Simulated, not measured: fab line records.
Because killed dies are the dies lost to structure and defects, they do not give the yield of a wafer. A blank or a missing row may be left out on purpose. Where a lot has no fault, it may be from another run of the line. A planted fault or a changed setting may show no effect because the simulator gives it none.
fab line records	flow gf180mcu
record lots=13	wafers=39	last-day=34
route steps=602 shown SAB@268 CONTACT@302
lots that met no fault: from a run of the same line without faults
start-h: hours from the record's opening day to when the first of the lot's shown wafers began	wait-h: hours since the lot's step before	" same as the row above	L1.1+2: a row that stands for several wafers	- value missing, or start not given	* or withheld: withheld	< > ~ a bound
route shown NAME@n: a module of which the file shows steps, and the number in the route of the first	usual: mean/standard deviation of fault-free wafers	same: alike in all rows	chamber/n: place in a boat	sites: readings site by site	_std_site: how widely they spread, as a standard deviation	_edge_site: inner sites' mean taken away from outer sites' mean	radius-mm: how far each site lies from the wafer's centre	mask NAME#n: copy n	behind: the tool/chamber that last shaped the wafer	hold: why the lot was held/for how many hours/how that ended	device: transistor that didn't switch, given as n, p or np	end of line: tests of these same wafers at the route's end	a step without rows: its recipe alone	killed: not the wafer's yield, but the dies lost to structure and defects at the first sort	map: a wafer's dies, x killed, . not, _ none there
set.NAME: the setting that was run; set.NAME@STEP: the one run at that earlier step	model.NAME: the simulator's own value behind a step, which no gauge read
steps of the route over a sample of lots; a table a step, a row a wafer
services: a tool's chamber out of use, with start hour (start-h, from the record's first day; less than 0 if before it), hours out, and reason
## steps
# step GF_SAB_COAT_04
# recipe resist=NOVOLAK	spin-rpm=3000	resist-thk-nm=1000
lot.wafer	tool	chamber	start-h	wait-h
L904.3+4+5	litho-track-04	0	330.45	0.1
L905.2+3+6	litho-track-04	0	334.72	0.1
L906.1+5+6	litho-track-04	0	342.75	0.1
L908.1+4+5	litho-track-03	0	358.30	0.1
L911.1+2+6	litho-track-04	0	388.55	0.1
L913.1+2+3	litho-track-01	0	405.90	0.1
L915.3+4+6	litho-track-03	0	420.50	0.1
L916.1+4+5	litho-track-04	0	434.85	0.1
L918.1+4+5	litho-track-03	0	465.45	0.1
L920.1+4+5	litho-track-01	0	475.70	0.1
L921.2+5+6	litho-track-03	0	478.32	0.1
L925.1+2+4	litho-track-04	0	514.75	0.1
L927.1+2+5	litho-track-04	0	534.45	0.1
# step GF_SAB_STRIP_13
# recipe chemistry=O2/N2	power-w=1400	pressure-mtorr=1500	platen-temp-c=250	o2-flow-sccm=3000	n2-flow-sccm=300	overash-fraction=0.5
# usual drypump-motor-current-A=5.7/0.47	heater-power-w=332/21	o2-flow-sccm=2998/8.1	oes-product-au=0.709/0.0041	strip-time-to-endpoint-s=12.61/0.03
lot.wafer	tool	chamber	start-h	wait-h	drypump-motor-current-A	heater-power-w	o2-flow-sccm	oes-product-au	rf-hours-counter-h	strip-time-to-endpoint-s
L904.3	plasma-asher-01	0	341.99	0.0	5.1	350	2991	0.710	-	12.56
L904.4	"	1	"	"	5.0	378	3008	0.704	-	12.55
L904.5	"	0	"	"	5.1	353	2991	0.712	-	12.55
L905.2	plasma-asher-03	0	346.26	0.0	5.5	311	2987	0.710	70	12.63
L905.3	"	0	"	"	5.5	315	2989	0.705	-	12.63
L905.6	"	1	"	"	5.7	322	2997	0.706	-	12.65
L906.1	plasma-asher-04	0	353.81	0.0	5.7	330	2995	0.710	67	12.63
L906.5	"	0	"	"	5.7	337	2995	0.712	-	12.60
L906.6	"	1	"	"	6.4	340	3004	0.708	-	12.60
L908.1	plasma-asher-04	0	369.67	0.0	5.7	333	2998	0.716	69	12.59
L908.4	"	0	"	"	5.7	325	2992	0.714	-	12.63
L908.5	"	1	"	"	6.4	341	3013	0.710	-	12.57
L911.1	plasma-asher-03	1	400.66	0.0	5.7	321	3012	0.711	76	12.59
L911.2	"	0	"	"	5.5	307	3003	0.713	76	12.60
L911.6	"	0	"	"	5.5	315	3009	0.707	-	12.61
L913.1	plasma-asher-04	0	418.31	0.0	5.7	339	2990	0.702	72	12.65
L913.2	"	1	"	"	6.4	339	2984	0.702	72	12.64
L913.3	"	0	"	"	5.7	330	2993	0.712	-	12.64
L915.3	plasma-asher-04	1	432.51	0.0	6.4	322	3002	0.712	-	12.57
L915.4	"	0	"	"	5.7	330	3005	0.710	-	12.58
L915.6	"	1	"	"	6.4	323	2998	0.712	-	12.57
L916.1	plasma-asher-04	0	447.45	0.0	5.7	320	2996	0.710	2	12.58
L916.4	"	1	"	"	6.4	322	3007	0.715	-	12.58
L916.5	"	0	"	"	5.7	321	2997	0.713	-	12.58
L918.1	plasma-asher-04	0	477.95	0.0	5.7	323	2996	0.714	5	12.09
L918.4	"	1	"	"	6.4	325	2979	0.708	-	12.08
L918.5	"	0	"	"	5.7	327	2991	0.705	-	12.08
L920.1	plasma-asher-04	0	488.46	0.0	5.7	326	2990	0.710	6	12.62
L920.4	"	0	"	"	5.7	321	2994	0.713	-	12.58
L920.5	"	0	"	"	5.7	330	2986	0.708	-	12.54
L921.2	plasma-asher-03	0	491.11	0.0	5.5	302	3003	0.708	86	12.06
L921.5	"	0	"	"	5.5	306	3006	0.716	-	12.02
L921.6	"	1	"	"	5.7	314	2996	0.704	-	12.00
L925.1	plasma-asher-04	1	526.26	0.0	6.5	317	3002	0.713	10	12.59
L925.2	"	0	"	"	5.7	332	3002	0.715	10	12.58
L925.4	"	0	"	"	5.7	319	2991	0.708	-	12.58
L927.1	plasma-asher-01	0	546.32	0.0	5.1	360	2997	0.707	76	12.62
L927.2	"	1	"	"	5.0	380	3013	0.703	76	12.60
L927.5	"	0	"	"	5.1	360	2995	0.707	-	12.64
# step GF_CONTACT_OVL_MEAS_15
# usual CONTACT_OVL=-1/5.3
lot.wafer	tool	chamber	start-h	wait-h	CONTACT_OVL[nm]
L904.3	overlay-01	-	365.19	0.1	-5
L904.4	"	-	"	"	-2
L904.5	"	-	"	"	-3
L905.2	overlay-02	-	369.08	0.1	-6
L905.3	"	-	"	"	-2
L905.6	"	-	"	"	0
L906.1	overlay-02	-	378.28	0.1	7
L906.5	"	-	"	"	7
L906.6	"	-	"	"	1
L908.1	overlay-02	-	393.97	0.1	-6
L908.4	"	-	"	"	3
L908.5	"	-	"	"	-2
L911.1	overlay-02	-	426.32	0.1	-4
L911.2	"	-	"	"	-13
L911.6	"	-	"	"	-4
L913.1	overlay-01	-	444.23	0.1	4
L913.2	"	-	"	"	-1
L913.3	"	-	"	"	1
L915.3	overlay-02	-	458.59	0.1	7
L915.4	"	-	"	"	-2
L915.6	"	-	"	"	7
L916.1	overlay-01	-	472.97	0.1	9
L916.4	"	-	"	"	-6
L916.5	"	-	"	"	2
L918.1	overlay-01	-	503.67	0.1	-3
L918.4	"	-	"	"	1
L918.5	"	-	"	"	2
L920.1	overlay-02	-	514.27	0.1	-5
L920.4	"	-	"	"	-1
L920.5	"	-	"	"	2
L921.2	overlay-02	-	516.43	0.1	-1
L921.5	"	-	"	"	-13
L921.6	"	-	"	"	-5
L925.1	overlay-01	-	549.87	0.1	-5
L925.2	"	-	"	"	-5
L925.4	"	-	"	"	4
L927.1	overlay-02	-	570.47	0.1	-3
L927.2	"	-	"	"	-7
L927.5	"	-	"	"	-12
# step GF_CONTACT_ETCH_16
# recipe chemistry=N2/H2	target-depth-a=withheld	overetch-a=withheld	time-s=withheld	target=BARC	ion-energy-ev=200	source-w=500	bias-w=98.3	pressure-mtorr=30	n2-flow-sccm=100	h2-flow-sccm=200
# usual drypump-motor-current-A=5.7/0.51	h2-flow-sccm=200.0/0.65	oes-product-au=0.854/0.0043	throttle-valve-pct=13.224/0.0093
lot.wafer	tool	chamber	start-h	wait-h	drypump-motor-current-A	h2-flow-sccm	oes-product-au	throttle-valve-pct
L904.3	rie-diel-04	1	365.21	0.0	6.0	200.9	0.854	13.219
L904.4	"	3	"	"	6.3	200.9	0.860	13.232
L904.5	"	2	"	"	6.2	200.2	0.858	13.227
L905.2	rie-diel-04	3	369.11	0.0	6.3	199.6	0.856	13.205
L905.3	"	2	"	"	6.2	200.8	0.853	13.218
L905.6	"	0	"	"	5.0	199.6	0.854	13.229
L906.1	rie-diel-03	3	378.31	0.0	5.0	200.4	0.858	13.227
L906.5	"	2	"	"	6.4	199.6	0.849	13.211
L906.6	"	0	"	"	5.8	200.4	0.847	13.233
L908.1	rie-diel-04	0	394.01	0.0	5.0	200.4	0.853	13.227
L908.4	"	1	"	"	6.0	201.5	0.856	13.213
L908.5	"	3	"	"	6.3	200.5	0.854	13.230
L911.1	rie-diel-03	0	426.36	0.0	5.8	199.5	0.850	13.224
L911.2	"	2	"	"	6.5	199.9	0.850	13.223
L911.6	"	1	"	"	5.7	199.9	0.854	13.228
L913.1	rie-diel-02	2	444.26	0.0	5.2	198.9	0.855	13.225
L913.2	"	3	"	"	4.8	199.9	0.858	13.220
L913.3	"	1	"	"	5.7	199.7	0.848	13.216
L915.3	rie-diel-02	3	458.61	0.0	4.8	200.6	0.854	13.220
L915.4	"	3	"	"	4.8	200.6	0.848	13.229
L915.6	"	1	"	"	5.7	199.3	0.854	13.211
L916.1	rie-diel-02	3	473.00	0.0	4.8	199.9	0.852	13.232
L916.4	"	3	"	"	4.8	199.7	0.854	13.212
L916.5	"	1	"	"	5.7	199.4	0.854	13.225
L918.1	rie-diel-02	3	503.70	0.0	4.8	200.6	0.859	13.219
L918.4	"	3	"	"	4.8	200.4	0.855	13.227
L918.5	"	1	"	"	5.7	200.4	0.860	13.201
L920.1	rie-diel-03	1	514.30	0.0	5.8	199.0	0.852	13.228
L920.4	"	3	"	"	5.0	199.9	0.852	13.216
L920.5	"	0	"	"	5.8	200.4	0.853	13.231
L921.2	rie-diel-03	1	516.46	0.0	5.8	199.4	0.854	13.248
L921.5	"	0	"	"	5.8	200.3	0.852	13.225
L921.6	"	3	"	"	5.0	200.2	0.852	13.225
L925.1	rie-diel-04	1	549.90	0.0	6.0	199.5	0.859	13.225
L925.2	"	0	"	"	5.0	200.7	0.849	13.230
L925.4	"	2	"	"	6.2	200.2	0.858	13.235
L927.1	rie-diel-04	3	570.50	0.0	6.3	198.9	0.856	13.221
L927.2	"	1	"	"	6.0	199.9	0.853	13.228
L927.5	"	2	"	"	6.2	200.1	0.856	13.214
# step GF_CONTACT_RS_MEAS_25
# recipe thk-meas-gauge=four-point-probe	reads=W_of_CONTACT_CVD_24+TiN_of_CONTACT_SPUTTER_23+Ti_of_CONTACT_SPUTTER_22
# usual CONTACT_W_RS=0.382/0.006
lot.wafer	tool	chamber	start-h	wait-h	CONTACT_W_RS[ohm/sq]
L904.3	film-metro-04	-	365.91	0.1	0.385
L904.4	"	-	"	"	0.387
L904.5	"	-	"	"	0.379
L905.2	film-metro-02	-	369.79	0.1	0.377
L905.3	"	-	"	"	0.383
L905.6	"	-	"	"	0.371
L906.1	film-metro-02	-	379.07	0.2	0.380
L906.5	"	-	"	"	0.373
L906.6	"	-	"	"	0.376
L908.1	film-metro-02	-	394.67	0.1	0.373
L908.4	"	-	"	"	0.374
L908.5	"	-	"	"	0.390
L911.1	film-metro-01	-	427.03	0.1	0.379
L911.2	"	-	"	"	0.386
L911.6	"	-	"	"	0.394
L913.1	film-metro-01	-	444.93	0.1	0.374
L913.2	"	-	"	"	0.383
L913.3	"	-	"	"	0.383
L915.3	film-metro-04	-	459.31	0.1	0.378
L915.4	"	-	"	"	0.376
L915.6	"	-	"	"	0.380
L916.1	film-metro-01	-	473.66	0.1	0.377
L916.4	"	-	"	"	0.394
L916.5	"	-	"	"	0.378
L918.1	film-metro-02	-	504.37	0.1	0.383
L918.4	"	-	"	"	0.374
L918.5	"	-	"	"	0.371
L920.1	film-metro-04	-	514.98	0.1	0.375
L920.4	"	-	"	"	0.378
L920.5	"	-	"	"	0.386
L921.2	film-metro-02	-	517.25	0.1	0.391
L921.5	"	-	"	"	0.376
L921.6	"	-	"	"	0.391
L925.1	film-metro-01	-	550.81	0.1	0.372
L925.2	"	-	"	"	0.388
L925.4	"	-	"	"	0.375
L927.1	film-metro-02	-	571.16	0.1	0.391
L927.2	"	-	"	"	0.380
L927.5	"	-	"	"	0.396
## services
tool	chamber	start-h	hours	kind
rie-diel-02	0	343.42	6.8	repair
plasma-asher-03	-	353.64	2.8	pm
rie-diel-03	1	359.05	-	clean
rie-diel-03	1	359.05	25.1	scheduled-down
rie-diel-03	1	359.05	25.1	vent-cycle
rie-diel-03	-	378.82	0.8	repair
rie-diel-03	0	384.14	-	clean
rie-diel-03	0	384.14	20.5	scheduled-down
rie-diel-03	0	384.14	20.5	vent-cycle
plasma-asher-04	-	398.36	15.6	pm
rie-diel-03	2	404.60	-	clean
plasma-asher-04	-	415.72	1.8	repair
plasma-asher-04	-	421.25	9.0	pm
plasma-asher-04	0	421.25	9.0	vent-cycle
plasma-asher-04	1	421.25	9.0	vent-cycle
plasma-asher-04	0	430.25	-	clean
plasma-asher-04	1	430.25	-	clean
rie-diel-03	1	440.16	12.2	repair
rie-diel-03	-	452.76	2.8	pm
rie-diel-04	1	453.23	1.5	repair
rie-diel-02	2	458.33	23.7	repair
plasma-asher-03	-	474.47	2.7	repair
rie-diel-02	3	529.83	2.7	repair
rie-diel-04	3	535.33	2.6	repair
## key
first-sign step=GF_SAB_STRIP_13	reading=strip-time-to-endpoint-s	direction=down	sigmas=18	usual=*	struck=*	through=*
effect none on later readings
met-at GF_SAB_COAT_04
struck-lots L918,L921
tester-left-out L918,L921
loop-trim step=GF_SAB_EXPOSE_06	setting=dose	lots=L921
not-acting-at GF_CONTACT_OVL_MEAS_15,GF_CONTACT_ETCH_16,GF_CONTACT_RS_MEAS_25
onset-between 420.50 465.45
fault kind=process-parameter-drift	tool=litho-track-03	chamber=-	onset-h=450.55	steps=GF_SAB_COAT_04	channel=resist-thk-nm	offset=*	shape=step	end-h=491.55	acts-in=*	stated=*
# tester-left-out: of these lots the tester's yield and bins aren't shown, on N5 and GAA mostly nor the transistor test; their killed dies are dies lost to structure and defects alone, not to doping, threshold or leakage, so they don't give the yield
# loop-trim: a control loop set the setting to another value than it would have without faults
